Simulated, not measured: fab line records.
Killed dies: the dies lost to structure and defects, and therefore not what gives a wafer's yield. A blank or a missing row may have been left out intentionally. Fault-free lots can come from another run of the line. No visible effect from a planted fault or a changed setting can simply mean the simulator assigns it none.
fab line records / flow gf180mcu / part 2 of 2: steps 28 to 37 of 37
record lots=5 wafers=15 lastDay=34
route steps=602 shown STI@7 DNWELL@32 NWELL@42
lots with no fault: from the same line, run without faults
startH: the number of hours between the record's first day and the start of the first shown wafer of the lot / waitH: time in hours since the lot's previous step / " the same as in the row above / L1.1+2: one row covering several wafers at once / - value missing, or start not given / * or withheld: withheld / < > ~ a bound
route shown NAME@n: names a module that has steps shown in the file, with the first one's number in the route / usual: the fault-free wafers' mean and standard deviation / same: alike in all rows / chamber/n: place in a boat / sites: each site's reading / _std_site: their standard deviation / _edge_site: inner sites' mean taken away from outer sites' mean / radiusMm: how far each site lies from the wafer's centre / mask NAME#n: copy n / behind: tool/chamber where the wafer was last shaped / hold: the reason the lot was held/the length of the hold in hours/how it ended / device: the n, p or np transistor that did not switch / end of line: tests run on the same wafers once the route is complete / step lacking rows: just its recipe / killed: at the first sort, the dies lost to defects and structure; wafer yield is something else / map: per-die view of a wafer (x killed, . not killed, _ where there is no die)
set.NAME: the run value of the setting; set.NAME@STEP: its run value at that earlier step / model.NAME: the simulator's own value behind a step, which no gauge read
certain route steps with their lots: each step a table, each wafer a row
services: from which hour (startH, from the record's first day; less than 0 if before it) a tool's chamber was out of use, for how many hours, and why
## steps
# step GF_DNWELL_COAT_02
# recipe spinRpm=2000 resistThkNm=3000
# usual exhaustPa=44.8/0.94
lot.wafer=L082.2 tool=lithoTrack-04 chamber=0 startH=79.19 waitH=0.1 exhaustPa=44.3
lot.wafer=L082.5 tool=lithoTrack-04 chamber=0 startH=79.19 waitH=0.1 exhaustPa=44.1
lot.wafer=L082.6 tool=lithoTrack-04 chamber=0 startH=79.19 waitH=0.1 exhaustPa=43.4
lot.wafer=L087.1 tool=lithoTrack-02 chamber=0 startH=104.13 waitH=0.1 exhaustPa=44.9
lot.wafer=L087.2 tool=lithoTrack-02 chamber=0 startH=104.13 waitH=0.1 exhaustPa=44.5
lot.wafer=L087.5 tool=lithoTrack-02 chamber=0 startH=104.13 waitH=0.1 exhaustPa=45.7
lot.wafer=L093.2 tool=lithoTrack-02 chamber=0 startH=135.65 waitH=0.1 exhaustPa=43.7
lot.wafer=L093.3 tool=lithoTrack-02 chamber=0 startH=135.65 waitH=0.1 exhaustPa=45.5
lot.wafer=L093.4 tool=lithoTrack-02 chamber=0 startH=135.65 waitH=0.1 exhaustPa=44.2
lot.wafer=L094.2 tool=lithoTrack-03 chamber=0 startH=141.53 waitH=0.1 exhaustPa=44.5
lot.wafer=L094.5 tool=lithoTrack-03 chamber=0 startH=141.53 waitH=0.1 exhaustPa=45.6
lot.wafer=L094.6 tool=lithoTrack-03 chamber=0 startH=141.53 waitH=0.1 exhaustPa=43.5
lot.wafer=L097.1 tool=lithoTrack-02 chamber=0 startH=155.83 waitH=0.1 exhaustPa=44.7
lot.wafer=L097.2 tool=lithoTrack-02 chamber=0 startH=155.83 waitH=0.1 exhaustPa=44.7
lot.wafer=L097.4 tool=lithoTrack-02 chamber=0 startH=155.83 waitH=0.1 exhaustPa=46.1
# step GF_DNWELL_SOFTBAKE_03
# recipe tempC=110 timeS=withheld
# usual exhaustPa=44.9/0.92
lot.wafer=L082.2 tool=lithoTrack-04 chamber=0 startH=79.34 waitH=0.1 exhaustPa=46.2
lot.wafer=L082.5 tool=lithoTrack-04 chamber=0 startH=79.34 waitH=0.1 exhaustPa=45.3
lot.wafer=L082.6 tool=lithoTrack-04 chamber=0 startH=79.34 waitH=0.1 exhaustPa=44.0
lot.wafer=L087.1 tool=lithoTrack-02 chamber=0 startH=104.28 waitH=0.1 exhaustPa=46.1
lot.wafer=L087.2 tool=lithoTrack-02 chamber=0 startH=104.28 waitH=0.1 exhaustPa=45.4
lot.wafer=L087.5 tool=lithoTrack-02 chamber=0 startH=104.28 waitH=0.1 exhaustPa=46.3
lot.wafer=L093.2 tool=lithoTrack-02 chamber=0 startH=135.81 waitH=0.1 exhaustPa=43.9
lot.wafer=L093.3 tool=lithoTrack-02 chamber=0 startH=135.81 waitH=0.1 exhaustPa=45.8
lot.wafer=L093.4 tool=lithoTrack-02 chamber=0 startH=135.81 waitH=0.1 exhaustPa=44.0
lot.wafer=L094.2 tool=lithoTrack-03 chamber=0 startH=141.69 waitH=0.1 exhaustPa=45.0
lot.wafer=L094.5 tool=lithoTrack-03 chamber=0 startH=141.69 waitH=0.1 exhaustPa=43.4
lot.wafer=L094.6 tool=lithoTrack-03 chamber=0 startH=141.69 waitH=0.1 exhaustPa=43.5
lot.wafer=L097.1 tool=lithoTrack-02 chamber=0 startH=155.98 waitH=0.1 exhaustPa=46.6
lot.wafer=L097.2 tool=lithoTrack-02 chamber=0 startH=155.98 waitH=0.1 exhaustPa=45.1
lot.wafer=L097.4 tool=lithoTrack-02 chamber=0 startH=155.98 waitH=0.1 exhaustPa=45.0
# step GF_DNWELL_EXPOSE_04
# recipe maskId=DNWELL targetCdNm=1700 na=0.6 sourceShape=conventional sigmaOuter=0.6 doseMj=260
# usual stageVelMmS=500.01/0.27
# same na=0.6
lot.wafer=L082.2 tool=ilineStepper-01 chamber=0 startH=- waitH=- mask=DNWELL#0 stageVelMmS=500.13
lot.wafer=L082.5 tool=ilineStepper-01 chamber=0 startH=- waitH=- mask=DNWELL#0 stageVelMmS=500.41
lot.wafer=L082.6 tool=ilineStepper-01 chamber=0 startH=- waitH=- mask=DNWELL#0 stageVelMmS=500.56
lot.wafer=L087.1 tool=ilineStepper-02 chamber=0 startH=- waitH=- mask=DNWELL#0 stageVelMmS=499.94
lot.wafer=L087.2 tool=ilineStepper-02 chamber=0 startH=- waitH=- mask=DNWELL#0 stageVelMmS=499.94
lot.wafer=L087.5 tool=ilineStepper-02 chamber=0 startH=- waitH=- mask=DNWELL#0 stageVelMmS=499.69
lot.wafer=L093.2 tool=ilineStepper-02 chamber=0 startH=- waitH=- mask=DNWELL#0 stageVelMmS=499.89
lot.wafer=L093.3 tool=ilineStepper-02 chamber=0 startH=- waitH=- mask=DNWELL#0 stageVelMmS=500.29
lot.wafer=L093.4 tool=ilineStepper-02 chamber=0 startH=- waitH=- mask=DNWELL#0 stageVelMmS=500.64
lot.wafer=L094.2 tool=ilineStepper-02 chamber=0 startH=- waitH=- mask=DNWELL#0 stageVelMmS=500.36
lot.wafer=L094.5 tool=ilineStepper-02 chamber=0 startH=- waitH=- mask=DNWELL#0 stageVelMmS=500.46
lot.wafer=L094.6 tool=ilineStepper-02 chamber=0 startH=- waitH=- mask=DNWELL#0 stageVelMmS=500.13
lot.wafer=L097.1 tool=ilineStepper-01 chamber=0 startH=- waitH=- mask=DNWELL#0 stageVelMmS=500.18
lot.wafer=L097.2 tool=ilineStepper-01 chamber=0 startH=- waitH=- mask=DNWELL#0 stageVelMmS=500.49
lot.wafer=L097.4 tool=ilineStepper-01 chamber=0 startH=- waitH=- mask=DNWELL#0 stageVelMmS=500.05
# step GF_DNWELL_PEB_05
# recipe tempC=115 timeS=withheld
# usual exhaustPa=44.9/0.9
lot.wafer=L082.2 tool=lithoTrack-03 chamber=0 startH=- waitH=- exhaustPa=42.9
lot.wafer=L082.5 tool=lithoTrack-03 chamber=0 startH=- waitH=- exhaustPa=43.3
lot.wafer=L082.6 tool=lithoTrack-03 chamber=0 startH=- waitH=- exhaustPa=43.2
lot.wafer=L087.1 tool=lithoTrack-02 chamber=0 startH=- waitH=- exhaustPa=45.7
lot.wafer=L087.2 tool=lithoTrack-02 chamber=0 startH=- waitH=- exhaustPa=45.3
lot.wafer=L087.5 tool=lithoTrack-02 chamber=0 startH=- waitH=- exhaustPa=45.8
lot.wafer=L093.2 tool=lithoTrack-03 chamber=0 startH=- waitH=- exhaustPa=45.3
lot.wafer=L093.3 tool=lithoTrack-03 chamber=0 startH=- waitH=- exhaustPa=43.9
lot.wafer=L093.4 tool=lithoTrack-03 chamber=0 startH=- waitH=- exhaustPa=45.2
lot.wafer=L094.2 tool=lithoTrack-03 chamber=0 startH=- waitH=- exhaustPa=47.0
lot.wafer=L094.5 tool=lithoTrack-03 chamber=0 startH=- waitH=- exhaustPa=45.7
lot.wafer=L094.6 tool=lithoTrack-03 chamber=0 startH=- waitH=- exhaustPa=47.2
lot.wafer=L097.1 tool=lithoTrack-03 chamber=0 startH=- waitH=- exhaustPa=44.2
lot.wafer=L097.2 tool=lithoTrack-03 chamber=0 startH=- waitH=- exhaustPa=44.2
lot.wafer=L097.4 tool=lithoTrack-03 chamber=0 startH=- waitH=- exhaustPa=46.4
# step GF_DNWELL_DEVELOP_06
# recipe wallAngleDeg=90 developTimeS=60 devTempC=23
# usual exhaustPa=44.9/0.86
lot.wafer=L082.2 tool=lithoTrack-03 chamber=0 startH=- waitH=- exhaustPa=44.1
lot.wafer=L082.5 tool=lithoTrack-03 chamber=0 startH=- waitH=- exhaustPa=44.2
lot.wafer=L082.6 tool=lithoTrack-03 chamber=0 startH=- waitH=- exhaustPa=45.8
lot.wafer=L087.1 tool=lithoTrack-02 chamber=0 startH=- waitH=- exhaustPa=45.2
lot.wafer=L087.2 tool=lithoTrack-02 chamber=0 startH=- waitH=- exhaustPa=44.4
lot.wafer=L087.5 tool=lithoTrack-02 chamber=0 startH=- waitH=- exhaustPa=44.7
lot.wafer=L093.2 tool=lithoTrack-03 chamber=0 startH=- waitH=- exhaustPa=44.5
lot.wafer=L093.3 tool=lithoTrack-03 chamber=0 startH=- waitH=- exhaustPa=44.0
lot.wafer=L093.4 tool=lithoTrack-03 chamber=0 startH=- waitH=- exhaustPa=44.9
lot.wafer=L094.2 tool=lithoTrack-03 chamber=0 startH=- waitH=- exhaustPa=44.1
lot.wafer=L094.5 tool=lithoTrack-03 chamber=0 startH=- waitH=- exhaustPa=43.4
lot.wafer=L094.6 tool=lithoTrack-03 chamber=0 startH=- waitH=- exhaustPa=44.2
lot.wafer=L097.1 tool=lithoTrack-03 chamber=0 startH=- waitH=- exhaustPa=45.1
lot.wafer=L097.2 tool=lithoTrack-03 chamber=0 startH=- waitH=- exhaustPa=45.0
lot.wafer=L097.4 tool=lithoTrack-03 chamber=0 startH=- waitH=- exhaustPa=45.1
# step GF_DNWELL_IMPLANT_07
# recipe species=P energyKev=1500 doseCm2=1e+13 tiltDeg=0
# usual tiltDeg=0.005/0.02
lot.wafer=L082.2 tool=implanter-02 chamber=0 startH=86.33 waitH=- tiltDeg=0.004
lot.wafer=L082.5 tool=implanter-02 chamber=0 startH=86.33 waitH=- tiltDeg=0.015
lot.wafer=L082.6 tool=implanter-02 chamber=0 startH=86.33 waitH=- tiltDeg=-0.012
lot.wafer=L087.1 tool=implanter-02 chamber=0 startH=110.98 waitH=- tiltDeg=0.022
lot.wafer=L087.2 tool=implanter-02 chamber=0 startH=110.98 waitH=- tiltDeg=0.036
lot.wafer=L087.5 tool=implanter-02 chamber=0 startH=110.98 waitH=- tiltDeg=0.022
lot.wafer=L093.2 tool=implanter-01 chamber=0 startH=142.93 waitH=- tiltDeg=-0.007
lot.wafer=L093.3 tool=implanter-01 chamber=0 startH=142.93 waitH=- tiltDeg=-0.042
lot.wafer=L093.4 tool=implanter-01 chamber=0 startH=142.93 waitH=- tiltDeg=-0.019
lot.wafer=L094.2 tool=implanter-01 chamber=0 startH=149.23 waitH=- tiltDeg=0.055
lot.wafer=L094.5 tool=implanter-01 chamber=0 startH=149.23 waitH=- tiltDeg=0.037
lot.wafer=L094.6 tool=implanter-01 chamber=0 startH=149.23 waitH=- tiltDeg=0.000
lot.wafer=L097.1 tool=implanter-01 chamber=0 startH=163.66 waitH=- tiltDeg=0.017
lot.wafer=L097.2 tool=implanter-01 chamber=0 startH=163.66 waitH=- tiltDeg=0.000
lot.wafer=L097.4 tool=implanter-01 chamber=0 startH=163.66 waitH=- tiltDeg=0.011
# step GF_DNWELL_STRIP_08
# recipe chemistry=O2/N2 powerW=1400 pressureMtorr=1500 platenTempC=250 o2FlowSccm=3000 n2FlowSccm=300 overashFraction=0.5
# usual drypumpMotorCurrentA=5.6/0.4 heaterPowerW=330/47 oesProductAu=0.722/0.0043 stripTimeToEndpointS=36.97/0.11
lot.wafer=L082.2 tool=plasmaAsher-04 chamber=1 startH=86.46 waitH=0.1 drypumpMotorCurrentA=5.9 heaterPowerW=356 oesProductAu=0.732 rfHoursCounterH=45 stripTimeToEndpointS=36.93
lot.wafer=L082.5 tool=plasmaAsher-04 chamber=1 startH=86.46 waitH=0.1 drypumpMotorCurrentA=5.9 heaterPowerW=360 oesProductAu=0.726 rfHoursCounterH=- stripTimeToEndpointS=36.97
lot.wafer=L082.6 tool=plasmaAsher-04 chamber=0 startH=86.46 waitH=0.1 drypumpMotorCurrentA=6.0 heaterPowerW=371 oesProductAu=0.720 rfHoursCounterH=- stripTimeToEndpointS=36.92
lot.wafer=L087.1 tool=plasmaAsher-03 chamber=0 startH=111.13 waitH=0.1 drypumpMotorCurrentA=6.2 heaterPowerW=269 oesProductAu=0.715 rfHoursCounterH=45 stripTimeToEndpointS=36.98
lot.wafer=L087.2 tool=plasmaAsher-03 chamber=1 startH=111.13 waitH=0.1 drypumpMotorCurrentA=5.2 heaterPowerW=278 oesProductAu=0.722 rfHoursCounterH=45 stripTimeToEndpointS=36.88
lot.wafer=L087.5 tool=plasmaAsher-03 chamber=0 startH=111.13 waitH=0.1 drypumpMotorCurrentA=6.2 heaterPowerW=261 oesProductAu=0.721 rfHoursCounterH=- stripTimeToEndpointS=36.89
lot.wafer=L093.2 tool=plasmaAsher-01 chamber=1 startH=143.06 waitH=0.1 drypumpMotorCurrentA=5.3 heaterPowerW=367 oesProductAu=0.727 rfHoursCounterH=34 stripTimeToEndpointS=36.93
lot.wafer=L093.3 tool=plasmaAsher-01 chamber=1 startH=143.06 waitH=0.1 drypumpMotorCurrentA=5.4 heaterPowerW=383 oesProductAu=0.726 rfHoursCounterH=- stripTimeToEndpointS=36.94
lot.wafer=L093.4 tool=plasmaAsher-01 chamber=0 startH=143.06 waitH=0.1 drypumpMotorCurrentA=5.2 heaterPowerW=367 oesProductAu=0.724 rfHoursCounterH=- stripTimeToEndpointS=36.81
lot.wafer=L094.2 tool=plasmaAsher-01 chamber=1 startH=149.36 waitH=0.1 drypumpMotorCurrentA=5.4 heaterPowerW=378 oesProductAu=0.723 rfHoursCounterH=34 stripTimeToEndpointS=36.78
lot.wafer=L094.5 tool=plasmaAsher-01 chamber=1 startH=149.36 waitH=0.1 drypumpMotorCurrentA=5.4 heaterPowerW=379 oesProductAu=0.719 rfHoursCounterH=- stripTimeToEndpointS=36.84
lot.wafer=L094.6 tool=plasmaAsher-01 chamber=0 startH=149.36 waitH=0.1 drypumpMotorCurrentA=5.2 heaterPowerW=370 oesProductAu=0.724 rfHoursCounterH=- stripTimeToEndpointS=36.86
lot.wafer=L097.1 tool=plasmaAsher-03 chamber=0 startH=163.81 waitH=0.1 drypumpMotorCurrentA=6.2 heaterPowerW=257 oesProductAu=0.722 rfHoursCounterH=51 stripTimeToEndpointS=37.15
lot.wafer=L097.2 tool=plasmaAsher-03 chamber=1 startH=163.81 waitH=0.1 drypumpMotorCurrentA=5.3 heaterPowerW=287 oesProductAu=0.721 rfHoursCounterH=51 stripTimeToEndpointS=37.00
lot.wafer=L097.4 tool=plasmaAsher-03 chamber=0 startH=163.81 waitH=0.1 drypumpMotorCurrentA=6.2 heaterPowerW=268 oesProductAu=0.723 rfHoursCounterH=- stripTimeToEndpointS=37.06
# step GF_DNWELL_TW_MEAS_09
# usual DNWELL_TW=1341/13
lot.wafer=L082.2 tool=filmMetro-02 chamber=- startH=86.57 waitH=0.1 DNWELL_TW=1341
lot.wafer=L082.5 tool=filmMetro-02 chamber=- startH=86.57 waitH=0.1 DNWELL_TW=1332
lot.wafer=L082.6 tool=filmMetro-02 chamber=- startH=86.57 waitH=0.1 DNWELL_TW=1336
lot.wafer=L087.1 tool=filmMetro-03 chamber=- startH=111.23 waitH=0.1 DNWELL_TW=1343
lot.wafer=L087.2 tool=filmMetro-03 chamber=- startH=111.23 waitH=0.1 DNWELL_TW=1343
lot.wafer=L087.5 tool=filmMetro-03 chamber=- startH=111.23 waitH=0.1 DNWELL_TW=1343
lot.wafer=L093.2 tool=filmMetro-03 chamber=- startH=143.17 waitH=0.1 DNWELL_TW=1352
lot.wafer=L093.3 tool=filmMetro-03 chamber=- startH=143.17 waitH=0.1 DNWELL_TW=1348
lot.wafer=L093.4 tool=filmMetro-03 chamber=- startH=143.17 waitH=0.1 DNWELL_TW=1354
lot.wafer=L094.2 tool=filmMetro-03 chamber=- startH=149.47 waitH=0.1 DNWELL_TW=1344
lot.wafer=L094.5 tool=filmMetro-03 chamber=- startH=149.47 waitH=0.1 DNWELL_TW=1337
lot.wafer=L094.6 tool=filmMetro-03 chamber=- startH=149.47 waitH=0.1 DNWELL_TW=1338
lot.wafer=L097.1 tool=filmMetro-03 chamber=- startH=163.91 waitH=0.1 DNWELL_TW=1331
lot.wafer=L097.2 tool=filmMetro-03 chamber=- startH=163.91 waitH=0.1 DNWELL_TW=1343
lot.wafer=L097.4 tool=filmMetro-03 chamber=- startH=163.91 waitH=0.1 DNWELL_TW=1335
# step GF_NWELL_DEHYDRATE_00
# recipe tempC=200 timeS=60
# usual exhaustPa=45.0/0.93
# same timeS=60
lot.wafer=L082.2 tool=lithoTrack-03 chamber=0 startH=93.23 waitH=6.7 exhaustPa=44.4
lot.wafer=L082.5 tool=lithoTrack-03 chamber=0 startH=93.23 waitH=6.7 exhaustPa=44.4
lot.wafer=L082.6 tool=lithoTrack-03 chamber=0 startH=93.23 waitH=6.7 exhaustPa=43.3
lot.wafer=L087.1 tool=lithoTrack-04 chamber=0 startH=118.01 waitH=6.8 exhaustPa=47.5
lot.wafer=L087.2 tool=lithoTrack-04 chamber=0 startH=118.01 waitH=6.8 exhaustPa=46.2
lot.wafer=L087.5 tool=lithoTrack-04 chamber=0 startH=118.01 waitH=6.8 exhaustPa=46.2
lot.wafer=L093.2 tool=lithoTrack-03 chamber=0 startH=150.43 waitH=7.3 exhaustPa=45.0
lot.wafer=L093.3 tool=lithoTrack-03 chamber=0 startH=150.43 waitH=7.3 exhaustPa=43.9
lot.wafer=L093.4 tool=lithoTrack-03 chamber=0 startH=150.43 waitH=7.3 exhaustPa=44.0
lot.wafer=L094.2 tool=lithoTrack-01 chamber=0 startH=157.15 waitH=7.7 exhaustPa=43.9
lot.wafer=L094.5 tool=lithoTrack-01 chamber=0 startH=157.15 waitH=7.7 exhaustPa=46.3
lot.wafer=L094.6 tool=lithoTrack-01 chamber=0 startH=157.15 waitH=7.7 exhaustPa=45.3
lot.wafer=L097.1 tool=lithoTrack-04 chamber=0 startH=171.21 waitH=7.3 exhaustPa=44.5
lot.wafer=L097.2 tool=lithoTrack-04 chamber=0 startH=171.21 waitH=7.3 exhaustPa=44.9
lot.wafer=L097.4 tool=lithoTrack-04 chamber=0 startH=171.21 waitH=7.3 exhaustPa=43.7
# step GF_NWELL_HMDS_01
# recipe primeTimeS=60 primeTempC=120
# usual exhaustPa=45.0/0.93
lot.wafer=L082.2 tool=lithoTrack-03 chamber=0 startH=93.38 waitH=0.1 exhaustPa=43.9
lot.wafer=L082.5 tool=lithoTrack-03 chamber=0 startH=93.38 waitH=0.1 exhaustPa=44.8
lot.wafer=L082.6 tool=lithoTrack-03 chamber=0 startH=93.38 waitH=0.1 exhaustPa=43.4
lot.wafer=L087.1 tool=lithoTrack-04 chamber=0 startH=118.16 waitH=0.1 exhaustPa=43.0
lot.wafer=L087.2 tool=lithoTrack-04 chamber=0 startH=118.16 waitH=0.1 exhaustPa=44.1
lot.wafer=L087.5 tool=lithoTrack-04 chamber=0 startH=118.16 waitH=0.1 exhaustPa=44.3
lot.wafer=L093.2 tool=lithoTrack-03 chamber=0 startH=150.58 waitH=0.1 exhaustPa=43.6
lot.wafer=L093.3 tool=lithoTrack-03 chamber=0 startH=150.58 waitH=0.1 exhaustPa=43.4
lot.wafer=L093.4 tool=lithoTrack-03 chamber=0 startH=150.58 waitH=0.1 exhaustPa=43.8
lot.wafer=L094.2 tool=lithoTrack-01 chamber=0 startH=157.30 waitH=0.1 exhaustPa=44.0
lot.wafer=L094.5 tool=lithoTrack-01 chamber=0 startH=157.30 waitH=0.1 exhaustPa=45.3
lot.wafer=L094.6 tool=lithoTrack-01 chamber=0 startH=157.30 waitH=0.1 exhaustPa=45.2
lot.wafer=L097.1 tool=lithoTrack-04 chamber=0 startH=171.36 waitH=0.1 exhaustPa=45.8
lot.wafer=L097.2 tool=lithoTrack-04 chamber=0 startH=171.36 waitH=0.1 exhaustPa=45.6
lot.wafer=L097.4 tool=lithoTrack-04 chamber=0 startH=171.36 waitH=0.1 exhaustPa=44.1
## services
tool=furnace-01 chamber=- startH=39.95 hours=20.9 kind=repair
tool=cmp-01 chamber=- startH=40.95 hours=0.5 kind=repair
tool=krfScanner-01 chamber=- startH=48.07 hours=3.6 kind=pm
tool=krfScanner-01 chamber=- startH=52.26 hours=1.0 kind=pm
tool=ilineStepper-02 chamber=- startH=52.35 hours=1.7 kind=pm
tool=krfScanner-01 chamber=- startH=56.72 hours=1.3 kind=pm
tool=cmp-01 chamber=- startH=58.74 hours=4.7 kind=pm
tool=rieDiel-03 chamber=3 startH=59.29 hours=6.9 kind=repair
tool=furnace-02 chamber=- startH=61.85 hours=4.3 kind=pm
tool=cmp-01 chamber=- startH=64.00 hours=4.0 kind=pm
tool=plasmaAsher-01 chamber=- startH=72.24 hours=2.8 kind=pm
tool=krfScanner-01 chamber=- startH=72.67 hours=3.7 kind=repair
tool=furnace-02 chamber=- startH=76.37 hours=3.8 kind=pm
tool=rieSi-02 chamber=0 startH=82.52 hours=1.7 kind=repair
tool=cmp-01 chamber=- startH=95.67 hours=0.4 kind=repair
tool=krfScanner-01 chamber=- startH=104.44 hours=0.4 kind=repair
tool=plasmaAsher-04 chamber=- startH=108.75 hours=9.0 kind=pm
tool=rieDiel-03 chamber=- startH=111.41 hours=0.8 kind=repair
tool=furnace-01 chamber=- startH=112.40 hours=3.9 kind=pm
tool=krfScanner-01 chamber=- startH=112.45 hours=0.8 kind=pm
tool=wetBench-01 chamber=- startH=127.72 hours=3.2 kind=repair
tool=furnace-01 chamber=- startH=147.79 hours=39.4 kind=pm
tool=plasmaAsher-04 chamber=- startH=149.50 hours=11.0 kind=pm
tool=plasmaAsher-04 chamber=- startH=160.62 hours=1.3 kind=repair
